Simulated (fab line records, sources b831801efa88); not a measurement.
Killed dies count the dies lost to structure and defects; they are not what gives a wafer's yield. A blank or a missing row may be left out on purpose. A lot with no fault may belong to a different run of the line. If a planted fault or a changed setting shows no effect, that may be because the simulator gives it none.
fab line records ; flow sky130 ; part 1 of 2: steps 1 to 36 of 48
record: lots: 5; wafers: 15; last-day: 50
route steps=708 shown NWELL@79 PWDE@84 VT_ADJUST_HVTP@85 VT_ADJUST_LVTN@97 VT_ADJUST_NCORE@119
lots untouched by any fault: they come from a run of this same line in which no faults occurred
start-h: hours from the record's first day to the start of the lot's first wafer shown ; wait-h: time in hours since the lot's previous step ; " same as the row above ; L1.1+2: a single row standing in for several wafers ; - value missing, or start not given ; * or withheld: withheld ; < > ~ a bound
route shown NAME@n: NAME is a module with steps in the file, n the number in the route of the first one ; usual: mean and standard deviation over wafers with no fault ; same: alike in all rows ; chamber/n: place in a boat ; sites: the reading at each site ; _std_site: the values' standard deviation ; _edge_site: mean of outer sites minus mean of inner sites ; radius-mm: for every site, how far away it sits from the centre of the wafer ; mask NAME#n: copy n ; behind: the most recent tool/chamber to have shaped the wafer ; hold: why the lot went on hold/how many hours it stayed there/how the hold came to an end ; device: the n, p or np transistor that did not switch ; end of line: the route-end tests of the same wafers ; for a step that has no rows: nothing shown but its recipe ; killed: not the wafer's yield, but the dies lost to structure and defects at the first sort ; map: the dies of a wafer, with x for killed, . for not killed, _ for no die there
set.NAME: the setting as run; set.NAME@STEP: as run at that earlier step ; model.NAME: the simulator's own value behind a step, which no gauge read
lots at selected steps of the route; one table per step, one row per wafer
services: the hour from which a tool's chamber was out of use, counted from the record's first day as start-h (under 0 if before that day), plus the number of hours and why
== steps ==
step: SKY_NWELL_TW_MEAS_26
usual: NWELL_2_TW: 499/6.3
lot.wafer;tool;chamber;start-h;wait-h;NWELL_2_TW
L076.1;film-metro-03;-;114.24;0.1;502
L076.2;film-metro-03;-;114.24;0.1;502
L076.5;film-metro-03;-;114.24;0.1;507
L077.1;film-metro-01;-;119.24;0.1;495
L077.2;film-metro-01;-;119.24;0.1;494
L077.6;film-metro-01;-;119.24;0.1;495
L082.2;film-metro-03;-;149.81;0.1;502
L082.4;film-metro-03;-;149.81;0.1;504
L082.5;film-metro-03;-;149.81;0.1;500
L095.1;film-metro-01;-;236.09;0.1;493
L095.2;film-metro-01;-;236.09;0.1;492
L095.5;film-metro-01;-;236.09;0.1;492
L097.1;film-metro-03;-;246.01;0.1;507
L097.5;film-metro-03;-;246.01;0.1;503
L097.6;film-metro-03;-;246.01;0.1;505
step: SKY_NWELL_CLEAN_27
recipe: chemistry: SC1/SC2; mix: 1:4:20; temp-c: 70; time-s: 150; dry: n2-spin
same: time-s: 150
lot.wafer;tool;chamber;start-h;wait-h
L076.1+2+5;wet-bench-04;3;114.30;0.1
L077.1+2+6;wet-bench-01;0;119.30;0.1
L082.2+4+5;wet-bench-03;0;149.86;0.0
L095.1+2+5;wet-bench-01;3;236.15;0.1
L097.1+5+6;wet-bench-03;0;246.07;0.1
step: SKY_NWELL_RTA_28
recipe: temp-c: 1050; time-s: 30; idle-temp-c: 650; ramp-up-c-per-s: 150; ramp-down-c-per-s: 90; ambient: N2
usual: lamp-power-pct: 25.31/0.051; wafer_temp_C_max: 1054.7/0.9
same: time-s: 30
lot.wafer;tool;chamber;start-h;wait-h;lamp-power-pct;wafer_temp_C_max
L076.1;rtp-anneal-02;0;114.35;0.0;25.36;1054.4
L076.2;rtp-anneal-02;0;114.35;0.0;25.21;1056.6
L076.5;rtp-anneal-02;0;114.35;0.0;25.25;1053.4
L077.1;rtp-anneal-01;0;119.35;0.0;25.36;1055.5
L077.2;rtp-anneal-01;0;119.35;0.0;25.25;1054.3
L077.6;rtp-anneal-01;0;119.35;0.0;25.30;1054.5
L082.2;rtp-anneal-01;0;149.93;0.0;25.35;1053.4
L082.4;rtp-anneal-01;0;149.93;0.0;25.38;1055.0
L082.5;rtp-anneal-01;0;149.93;0.0;25.30;1053.8
L095.1;rtp-anneal-01;0;236.20;0.0;25.28;1054.8
L095.2;rtp-anneal-01;0;236.20;0.0;25.34;1053.4
L095.5;rtp-anneal-01;0;236.20;0.0;25.23;1053.7
L097.1;rtp-anneal-02;0;246.12;0.0;25.25;1054.6
L097.5;rtp-anneal-02;0;246.12;0.0;25.34;1053.2
L097.6;rtp-anneal-02;0;246.12;0.0;25.29;1056.3
step: SKY_NWELL_RS_MEAS_29
recipe: thk-meas-gauge: four-point-probe
usual: NWELL_RS: 624.9/1.5
lot.wafer;tool;chamber;start-h;wait-h;NWELL_RS[ohm/sq]
L076.1;film-metro-01;-;114.45;0.1;625.4
L076.2;film-metro-01;-;114.45;0.1;625.3
L076.5;film-metro-01;-;114.45;0.1;627.0
L077.1;film-metro-04;-;119.45;0.1;623.1
L077.2;film-metro-04;-;119.45;0.1;621.6
L077.6;film-metro-04;-;119.45;0.1;620.8
L082.2;film-metro-04;-;150.03;0.1;623.6
L082.4;film-metro-04;-;150.03;0.1;624.5
L082.5;film-metro-04;-;150.03;0.1;624.8
L095.1;film-metro-04;-;236.30;0.1;627.2
L095.2;film-metro-04;-;236.30;0.1;624.2
L095.5;film-metro-04;-;236.30;0.1;625.5
L097.1;film-metro-04;-;246.22;0.1;624.1
L097.5;film-metro-04;-;246.22;0.1;623.4
L097.6;film-metro-04;-;246.22;0.1;624.1
step: SKY_NWELL_RS_MEAS_31
recipe: thk-meas-gauge: four-point-probe
usual: PWDE_RS: 5276/25
lot.wafer;tool;chamber;start-h;wait-h;PWDE_RS[ohm/sq]
L076.1;film-metro-01;-;114.69;0.1;5302
L076.2;film-metro-01;-;114.69;0.1;5303
L076.5;film-metro-01;-;114.69;0.1;5307
L077.1;film-metro-04;-;119.69;0.1;5222
L077.2;film-metro-04;-;119.69;0.1;5235
L077.6;film-metro-04;-;119.69;0.1;5231
L082.2;film-metro-04;-;150.27;0.1;5300
L082.4;film-metro-04;-;150.27;0.1;5274
L082.5;film-metro-04;-;150.27;0.1;5309
L095.1;film-metro-04;-;236.54;0.1;5231
L095.2;film-metro-04;-;236.54;0.1;5234
L095.5;film-metro-04;-;236.54;0.1;5234
L097.1;film-metro-04;-;246.46;0.1;5289
L097.5;film-metro-04;-;246.46;0.1;5272
L097.6;film-metro-04;-;246.46;0.1;5267
step: SKY_VT_ADJUST_HVTP_DEHYDRATE_00
recipe: temp-c: 200; time-s: 60
same: time-s: 60
lot.wafer;tool;chamber;start-h;wait-h
L076.1+2+5;litho-track-03;0;122.81;8.1
L077.1+2+6;litho-track-01;0;127.15;7.4
L082.2+4+5;litho-track-01;0;159.63;9.3
L095.1+2+5;litho-track-01;0;247.25;10.7
L097.1+5+6;litho-track-01;0;258.20;11.7
step: SKY_VT_ADJUST_HVTP_HMDS_01
recipe: prime-time-s: 60; prime-temp-c: 120
lot.wafer;tool;chamber;start-h;wait-h
L076.1+2+5;litho-track-03;0;122.96;0.1
L077.1+2+6;litho-track-01;0;127.30;0.1
L082.2+4+5;litho-track-01;0;159.78;0.1
L095.1+2+5;litho-track-01;0;247.40;0.1
L097.1+5+6;litho-track-01;0;258.35;0.1
step: SKY_VT_ADJUST_HVTP_COAT_02
recipe: resist: NOVOLAK; spin-rpm: 3000; resist-thk-nm: 1140
lot.wafer;tool;chamber;start-h;wait-h
L076.1+2+5;litho-track-03;0;123.11;0.1
L077.1+2+6;litho-track-01;0;127.45;0.1
L082.2+4+5;litho-track-01;0;159.93;0.1
L095.1+2+5;litho-track-01;0;247.55;0.1
L097.1+5+6;litho-track-01;0;258.50;0.1
step: SKY_VT_ADJUST_HVTP_SOFTBAKE_03
recipe: temp-c: 90; time-s: 60; resist: NOVOLAK
same: time-s: 60
lot.wafer;tool;chamber;start-h;wait-h
L076.1+2+5;litho-track-03;0;123.26;0.1
L077.1+2+6;litho-track-01;0;127.60;0.1
L082.2+4+5;litho-track-01;0;160.08;0.1
L095.1+2+5;litho-track-01;0;247.70;0.1
L097.1+5+6;litho-track-01;0;258.65;0.1
step: SKY_VT_ADJUST_HVTP_EXPOSE_04
recipe: mask-id: HVTPM; na: 0.6; source-shape: conventional; sigma-outer: 0.6; polarization: unpolarized; target-cd-nm: 380; dose-mj: 140
lot.wafer;tool;chamber;start-h;wait-h;mask
L076.1+2+5;iline-stepper-02;0;-;-;HVTPM#0
L077.1+2+6;iline-stepper-02;0;-;-;HVTPM#0
L082.2+4+5;iline-stepper-01;0;-;-;HVTPM#0
L095.1+2+5;iline-stepper-02;0;-;-;HVTPM#0
L097.1+5+6;iline-stepper-01;0;-;-;HVTPM#0
step: SKY_VT_ADJUST_HVTP_PEB_05
recipe: temp-c: withheld; time-s: *; resist: NOVOLAK
same: time-s: *
lot.wafer;tool;chamber;start-h;wait-h
L076.1+2+5;litho-track-03;0;-;-
L077.1+2+6;litho-track-03;0;-;-
L082.2+4+5;litho-track-03;0;-;-
L095.1+2+5;litho-track-03;0;-;-
L097.1+5+6;litho-track-01;0;-;-
step: SKY_VT_ADJUST_HVTP_DEVELOP_06
recipe: resist: NOVOLAK; developer: TMAH; develop-time-s: 60; dev-temp-c: 23
same: develop-time-s: 60
lot.wafer;tool;chamber;start-h;wait-h
L076.1+2+5;litho-track-03;0;132.41;0.1
L077.1+2+6;litho-track-03;0;137.06;0.1
L082.2+4+5;litho-track-03;0;169.19;0.1
L095.1+2+5;litho-track-03;0;259.66;0.1
L097.1+5+6;litho-track-01;0;270.05;0.1
step: SKY_VT_ADJUST_HVTP_CD_MEAS_07
recipe: target-cd-nm: 380
usual: cd-nm: 379/3.2
lot.wafer;tool;chamber;start-h;wait-h;cd-nm
L076.1;cd-sem-02;-;132.56;0.1;379
L076.2;cd-sem-02;-;132.56;0.1;378
L076.5;cd-sem-02;-;132.56;0.1;377
L077.1;cd-sem-02;-;137.21;0.1;383
L077.2;cd-sem-02;-;137.21;0.1;384
L077.6;cd-sem-02;-;137.21;0.1;381
L082.2;cd-sem-01;-;169.33;0.1;381
L082.4;cd-sem-01;-;169.33;0.1;378
L082.5;cd-sem-01;-;169.33;0.1;381
L095.1;cd-sem-02;-;259.81;0.1;376
L095.2;cd-sem-02;-;259.81;0.1;375
L095.5;cd-sem-02;-;259.81;0.1;377
L097.1;cd-sem-01;-;270.20;0.1;382
L097.5;cd-sem-01;-;270.20;0.1;384
L097.6;cd-sem-01;-;270.20;0.1;380
step: SKY_VT_ADJUST_HVTP_OVL_MEAS_08
usual: VT_ADJUST_HVTP_OVL: -1.5/1.3
lot.wafer;tool;chamber;start-h;wait-h;VT_ADJUST_HVTP_OVL[nm]
L076.1;overlay-02;-;132.68;0.1;-1.3
L076.2;overlay-02;-;132.68;0.1;-2.5
L076.5;overlay-02;-;132.68;0.1;-2.0
L077.1;overlay-02;-;137.33;0.1;-0.9
L077.2;overlay-02;-;137.33;0.1;-2.0
L077.6;overlay-02;-;137.33;0.1;-2.5
L082.2;overlay-01;-;169.44;0.1;-1.5
L082.4;overlay-01;-;169.44;0.1;-1.0
L082.5;overlay-01;-;169.44;0.1;-2.3
L095.1;overlay-02;-;259.93;0.1;-2.2
L095.2;overlay-02;-;259.93;0.1;-1.5
L095.5;overlay-02;-;259.93;0.1;-2.4
L097.1;overlay-01;-;270.32;0.1;-2.0
L097.5;overlay-01;-;270.32;0.1;-1.3
L097.6;overlay-01;-;270.32;0.1;-2.0
step: SKY_VT_ADJUST_HVTP_IMPLANT_09
recipe: species: As; energy-kev: 150; dose-cm2: 4.3e+12; tilt-deg: withheld
lot.wafer;tool;chamber;start-h;wait-h
L076.1+2+5;implanter-03;0;132.72;0.0
L077.1+2+6;implanter-03;0;137.37;0.0
L082.2+4+5;implanter-04;0;169.50;0.0
L095.1+2+5;implanter-04;0;259.97;0.0
L097.1+5+6;implanter-02;0;270.36;0.0
step: SKY_VT_ADJUST_HVTP_STRIP_10
recipe: chemistry: O2/N2; power-w: 1400; pressure-mtorr: 1500; platen-temp-c: withheld; o2-flow-sccm: 3000; n2-flow-sccm: 300; overash-fraction: 0.5
usual: drypump-motor-current-A: 5.9/0.37; oes-product-au: 0.716/0.0044; strip-time-to-endpoint-s: 14.19/0.04
same: overash-fraction: 0.5
lot.wafer;tool;chamber;start-h;wait-h;drypump-motor-current-A;oes-product-au;rf-hours-counter-h;strip-time-to-endpoint-s
L076.1;plasma-asher-03;0;132.87;0.1;6.1;0.717;31;14.23
L076.2;plasma-asher-03;1;132.87;0.1;6.2;0.721;31;14.14
L076.5;plasma-asher-03;0;132.87;0.1;6.2;0.720;-;14.19
L077.1;plasma-asher-04;1;137.52;0.1;6.0;0.719;48;14.15
L077.2;plasma-asher-04;0;137.52;0.1;5.8;0.720;48;14.22
L077.6;plasma-asher-04;0;137.52;0.1;5.8;0.718;-;14.22
L082.2;plasma-asher-02;0;169.62;0.1;5.2;0.716;6;14.17
L082.4;plasma-asher-02;0;169.62;0.1;5.2;0.713;-;14.22
L082.5;plasma-asher-02;1;169.62;0.1;6.2;0.723;-;14.21
L095.1;plasma-asher-02;1;260.12;0.1;6.2;0.715;15;14.21
L095.2;plasma-asher-02;0;260.12;0.1;5.1;0.718;15;14.27
L095.5;plasma-asher-02;1;260.12;0.1;6.2;0.720;-;14.22
L097.1;plasma-asher-04;1;270.51;0.1;6.0;0.717;59;14.16
L097.5;plasma-asher-04;1;270.51;0.1;6.0;0.715;-;14.19
L097.6;plasma-asher-04;0;270.51;0.1;5.7;0.717;-;14.16
step: SKY_VT_ADJUST_HVTP_TW_MEAS_11
usual: VT_ADJUST_HVTP_TW: 1360/13
lot.wafer;tool;chamber;start-h;wait-h;VT_ADJUST_HVTP_TW
L076.1;film-metro-02;-;132.97;0.1;1378
L076.2;film-metro-02;-;132.97;0.1;1374
L076.5;film-metro-02;-;132.97;0.1;1375
L077.1;film-metro-02;-;137.62;0.1;1380
L077.2;film-metro-02;-;137.62;0.1;1374
L077.6;film-metro-02;-;137.62;0.1;1379
L082.2;film-metro-01;-;169.73;0.1;1360
L082.4;film-metro-01;-;169.73;0.1;1356
L082.5;film-metro-01;-;169.73;0.1;1348
L095.1;film-metro-01;-;260.22;0.1;1352
L095.2;film-metro-01;-;260.22;0.1;1359
L095.5;film-metro-01;-;260.22;0.1;1351
L097.1;film-metro-02;-;270.61;0.1;1361
L097.5;film-metro-02;-;270.61;0.1;1369
L097.6;film-metro-02;-;270.61;0.1;1371
step: SKY_VT_ADJUST_LVTN_DEHYDRATE_00
recipe: temp-c: 200; time-s: 60
same: time-s: 60
lot.wafer;tool;chamber;start-h;wait-h
L076.1+2+5;litho-track-04;0;141.70;8.7
L077.1+2+6;litho-track-01;0;145.80;8.2
L082.2+4+5;litho-track-04;0;179.88;10.1
L095.1+2+5;litho-track-02;0;271.57;11.3
L097.1+5+6;litho-track-04;0;282.10;11.5
step: SKY_VT_ADJUST_LVTN_HMDS_01
recipe: prime-time-s: 60; prime-temp-c: 120
lot.wafer;tool;chamber;start-h;wait-h
L076.1+2+5;litho-track-04;0;141.85;0.1
L077.1+2+6;litho-track-01;0;145.95;0.1
L082.2+4+5;litho-track-04;0;180.03;0.1
L095.1+2+5;litho-track-02;0;271.72;0.1
L097.1+5+6;litho-track-04;0;282.25;0.1
step: SKY_VT_ADJUST_LVTN_COAT_02
recipe: spin-rpm: 2000; resist-thk-nm: 3000
lot.wafer;tool;chamber;start-h;wait-h
L076.1+2+5;litho-track-04;0;142.00;0.1
L077.1+2+6;litho-track-01;0;146.10;0.1
L082.2+4+5;litho-track-04;0;180.18;0.1
L095.1+2+5;litho-track-02;0;271.87;0.1
L097.1+5+6;litho-track-04;0;282.40;0.1
step: SKY_VT_ADJUST_LVTN_SOFTBAKE_03
recipe: temp-c: 110; time-s: withheld
lot.wafer;tool;chamber;start-h;wait-h
L076.1+2+5;litho-track-04;0;142.15;0.1
L077.1+2+6;litho-track-01;0;146.25;0.1
L082.2+4+5;litho-track-04;0;180.34;0.1
L095.1+2+5;litho-track-02;0;272.02;0.1
L097.1+5+6;litho-track-04;0;282.55;0.1
step: SKY_VT_ADJUST_LVTN_EXPOSE_04
recipe: mask-id: NWM_COMPLEMENT_LESS_NATIVE; na: 0.6; source-shape: conventional; sigma-outer: 0.6; polarization: unpolarized; target-cd-nm: 840; dose-mj: 194
lot.wafer;tool;chamber;start-h;wait-h;mask
L076.1+2+5;iline-stepper-01;0;-;-;NWM_COMPLEMENT_LESS_NATIVE#0
L077.1+2+6;iline-stepper-02;0;-;-;NWM_COMPLEMENT_LESS_NATIVE#0
L082.2+4+5;iline-stepper-02;0;-;-;NWM_COMPLEMENT_LESS_NATIVE#0
L095.1+2+5;iline-stepper-01;0;-;-;NWM_COMPLEMENT_LESS_NATIVE#0
L097.1+5+6;iline-stepper-02;0;-;-;NWM_COMPLEMENT_LESS_NATIVE#0
step: SKY_VT_ADJUST_LVTN_PEB_05
recipe: temp-c: 115; time-s: withheld
lot.wafer;tool;chamber;start-h;wait-h
L076.1+2+5;litho-track-04;0;-;-
L077.1+2+6;litho-track-04;0;-;-
L082.2+4+5;litho-track-02;0;-;-
L095.1+2+5;litho-track-02;0;-;-
L097.1+5+6;litho-track-02;0;-;-
step: SKY_VT_ADJUST_LVTN_DEVELOP_06
recipe: wall-angle-deg: 90; developer: TMAH; develop-time-s: 60; dev-temp-c: 23
same: develop-time-s: 60
lot.wafer;tool;chamber;start-h;wait-h
L076.1+2+5;litho-track-04;0;-;-
L077.1+2+6;litho-track-04;0;-;-
L082.2+4+5;litho-track-02;0;-;-
L095.1+2+5;litho-track-02;0;-;-
L097.1+5+6;litho-track-02;0;-;-
step: SKY_VT_ADJUST_LVTN_OVL_MEAS_07
usual: VT_ADJUST_LVTN_OVL: -0.9/1
lot.wafer;tool;chamber;start-h;wait-h;VT_ADJUST_LVTN_OVL[nm]
L076.1;overlay-02;-;152.10;-;-1.9
L076.2;overlay-02;-;152.10;-;-2.1
L076.5;overlay-02;-;152.10;-;-0.6
L077.1;overlay-01;-;156.45;-;-0.2
L077.2;overlay-01;-;156.45;-;1.3
L077.6;overlay-01;-;156.45;-;-0.4
L082.2;overlay-01;-;190.63;-;-0.3
L082.4;overlay-01;-;190.63;-;0.5
L082.5;overlay-01;-;190.63;-;0.5
L095.1;overlay-02;-;284.37;-;-0.5
L095.2;overlay-02;-;284.37;-;-0.9
L095.5;overlay-02;-;284.37;-;-2.9
L097.1;overlay-02;-;294.37;-;-1.1
L097.5;overlay-02;-;294.37;-;-0.7
L097.6;overlay-02;-;294.37;-;0.1
step: SKY_VT_ADJUST_LVTN_IMPLANT_08
recipe: species: B; energy-kev: 30; dose-cm2: 1.57e+12; tilt-deg: withheld
lot.wafer;tool;chamber;start-h;wait-h
L076.1+2+5;implanter-04;0;152.14;0.0
L077.1+2+6;implanter-04;0;156.49;0.0
L082.2+4+5;implanter-04;0;190.68;0.0
L095.1+2+5;implanter-03;0;284.41;0.0
L097.1+5+6;implanter-04;0;294.41;0.0
step: SKY_VT_ADJUST_LVTN_STRIP_09
recipe: chemistry: O2/N2; power-w: 1400; pressure-mtorr: 1500; platen-temp-c: withheld; o2-flow-sccm: 3000; n2-flow-sccm: 300; overash-fraction: 0.5
usual: drypump-motor-current-A: 5.9/0.36; oes-product-au: 0.722/0.0052; strip-time-to-endpoint-s: 36.96/0.1
same: overash-fraction: 0.5
lot.wafer;tool;chamber;start-h;wait-h;drypump-motor-current-A;oes-product-au;rf-hours-counter-h;strip-time-to-endpoint-s
L076.1;plasma-asher-01;1;152.29;0.1;5.5;0.720;49;37.13
L076.2;plasma-asher-01;0;152.29;0.1;5.3;0.725;49;37.07
L076.5;plasma-asher-01;1;152.29;0.1;5.5;0.709;-;37.19
L077.1;plasma-asher-04;1;156.64;0.1;6.0;0.726;50;36.95
L077.2;plasma-asher-04;0;156.64;0.1;5.8;0.721;50;36.89
L077.6;plasma-asher-04;1;156.64;0.1;6.0;0.721;-;36.80
L082.2;plasma-asher-03;0;190.81;0.1;6.2;0.723;34;36.90
L082.4;plasma-asher-03;0;190.81;0.1;6.2;0.723;-;36.91
L082.5;plasma-asher-03;0;190.81;0.1;6.2;0.718;-;36.90
L095.1;plasma-asher-04;1;284.56;0.1;6.0;0.720;61;36.85
L095.2;plasma-asher-04;0;284.56;0.1;5.7;0.719;61;36.85
L095.5;plasma-asher-04;0;284.56;0.1;5.7;0.725;-;36.83
L097.1;plasma-asher-01;0;294.56;0.1;5.3;0.711;64;36.94
L097.5;plasma-asher-01;0;294.56;0.1;5.3;0.731;-;37.02
L097.6;plasma-asher-01;1;294.56;0.1;5.5;0.731;-;36.99
step: SKY_VT_ADJUST_LVTN_TW_MEAS_10
usual: VT_ADJUST_LVTN_TW: 243.1/2.5
lot.wafer;tool;chamber;start-h;wait-h;VT_ADJUST_LVTN_TW
L076.1;film-metro-02;-;152.39;0.1;244.0
L076.2;film-metro-02;-;152.39;0.1;244.4
L076.5;film-metro-02;-;152.39;0.1;243.5
L077.1;film-metro-02;-;156.74;0.1;245.0
L077.2;film-metro-02;-;156.74;0.1;242.9
L077.6;film-metro-02;-;156.74;0.1;244.9
L082.2;film-metro-03;-;190.92;0.1;246.3
L082.4;film-metro-03;-;190.92;0.1;247.2
L082.5;film-metro-03;-;190.92;0.1;247.1
L095.1;film-metro-01;-;284.66;0.1;240.5
L095.2;film-metro-01;-;284.66;0.1;240.3
L095.5;film-metro-01;-;284.66;0.1;240.3
L097.1;film-metro-02;-;294.66;0.1;243.8
L097.5;film-metro-02;-;294.66;0.1;243.0
L097.6;film-metro-02;-;294.66;0.1;241.7
step: SKY_VT_ADJUST_LVTN_DEHYDRATE_11
recipe: temp-c: 200; time-s: 60
same: time-s: 60
lot.wafer;tool;chamber;start-h;wait-h
L076.1+2+5;litho-track-04;0;161.55;9.2
L077.1+2+6;litho-track-02;0;166.22;9.5
L082.2+4+5;litho-track-01;0;201.33;10.4
L095.1+2+5;litho-track-02;0;295.07;10.4
L097.1+5+6;litho-track-02;0;305.97;11.3
step: SKY_VT_ADJUST_LVTN_HMDS_12
recipe: prime-time-s: 60; prime-temp-c: 120
lot.wafer;tool;chamber;start-h;wait-h
L076.1+2+5;litho-track-04;0;161.70;0.1
L077.1+2+6;litho-track-02;0;166.37;0.1
L082.2+4+5;litho-track-01;0;201.48;0.1
L095.1+2+5;litho-track-02;0;295.22;0.1
L097.1+5+6;litho-track-02;0;306.12;0.1
step: SKY_VT_ADJUST_LVTN_COAT_13
recipe: resist: NOVOLAK; spin-rpm: 3000; resist-thk-nm: 1140
lot.wafer;tool;chamber;start-h;wait-h
L076.1+2+5;litho-track-04;0;161.85;0.1
L077.1+2+6;litho-track-02;0;166.52;0.1
L082.2+4+5;litho-track-01;0;201.63;0.1
L095.1+2+5;litho-track-02;0;295.37;0.1
L097.1+5+6;litho-track-02;0;306.27;0.1
step: SKY_VT_ADJUST_LVTN_SOFTBAKE_14
recipe: temp-c: 90; time-s: 60; resist: NOVOLAK
same: time-s: 60
lot.wafer;tool;chamber;start-h;wait-h
L076.1+2+5;litho-track-04;0;162.00;0.1
L077.1+2+6;litho-track-02;0;166.67;0.1
L082.2+4+5;litho-track-01;0;201.78;0.1
L095.1+2+5;litho-track-02;0;295.52;0.1
L097.1+5+6;litho-track-02;0;306.42;0.1
step: SKY_VT_ADJUST_LVTN_EXPOSE_15
recipe: mask-id: HVN_STD_DERIVED; na: 0.6; source-shape: conventional; sigma-outer: 0.6; polarization: unpolarized; target-cd-nm: 600; dose-mj: 163
lot.wafer;tool;chamber;start-h;wait-h;mask
L076.1+2+5;iline-stepper-02;0;-;-;HVN_STD_DERIVED#0
L077.1+2+6;iline-stepper-02;0;-;-;HVN_STD_DERIVED#0
L082.2+4+5;iline-stepper-01;0;-;-;HVN_STD_DERIVED#0
L095.1+2+5;iline-stepper-01;0;-;-;HVN_STD_DERIVED#0
L097.1+5+6;iline-stepper-02;0;-;-;HVN_STD_DERIVED#0
step: SKY_VT_ADJUST_LVTN_PEB_16
recipe: temp-c: withheld; time-s: *; resist: NOVOLAK
same: time-s: *
lot.wafer;tool;chamber;start-h;wait-h
L076.1+2+5;litho-track-01;0;-;-
L077.1+2+6;litho-track-01;0;-;-
L082.2+4+5;litho-track-02;0;-;-
L095.1+2+5;litho-track-02;0;-;-
L097.1+5+6;litho-track-04;0;-;-
step: SKY_VT_ADJUST_LVTN_DEVELOP_17
recipe: resist: NOVOLAK; developer: TMAH; develop-time-s: 60; dev-temp-c: 23
same: develop-time-s: 60
lot.wafer;tool;chamber;start-h;wait-h
L076.1+2+5;litho-track-01;0;171.25;0.1
L077.1+2+6;litho-track-01;0;176.85;0.1
L082.2+4+5;litho-track-02;0;212.65;0.1
L095.1+2+5;litho-track-02;0;307.32;0.1
L097.1+5+6;litho-track-04;0;319.05;0.1
step: SKY_VT_ADJUST_LVTN_OVL_MEAS_18
usual: VT_ADJUST_LVTN_01_OVL: -1.1/1.2
lot.wafer;tool;chamber;start-h;wait-h;VT_ADJUST_LVTN_01_OVL[nm]
L076.1;overlay-02;-;171.40;0.1;-1.1
L076.2;overlay-02;-;171.40;0.1;-2.2
L076.5;overlay-02;-;171.40;0.1;-2.7
L077.1;overlay-01;-;177.00;0.1;-2.2
L077.2;overlay-01;-;177.00;0.1;-3.5
L077.6;overlay-01;-;177.00;0.1;-2.2
L082.2;overlay-02;-;212.78;0.1;-0.8
L082.4;overlay-02;-;212.78;0.1;0.5
L082.5;overlay-02;-;212.78;0.1;-1.5
L095.1;overlay-01;-;307.47;0.1;-1.0
L095.2;overlay-01;-;307.47;0.1;-1.5
L095.5;overlay-01;-;307.47;0.1;-2.1
L097.1;overlay-01;-;319.20;0.1;-2.0
L097.5;overlay-01;-;319.20;0.1;-1.1
L097.6;overlay-01;-;319.20;0.1;-2.5
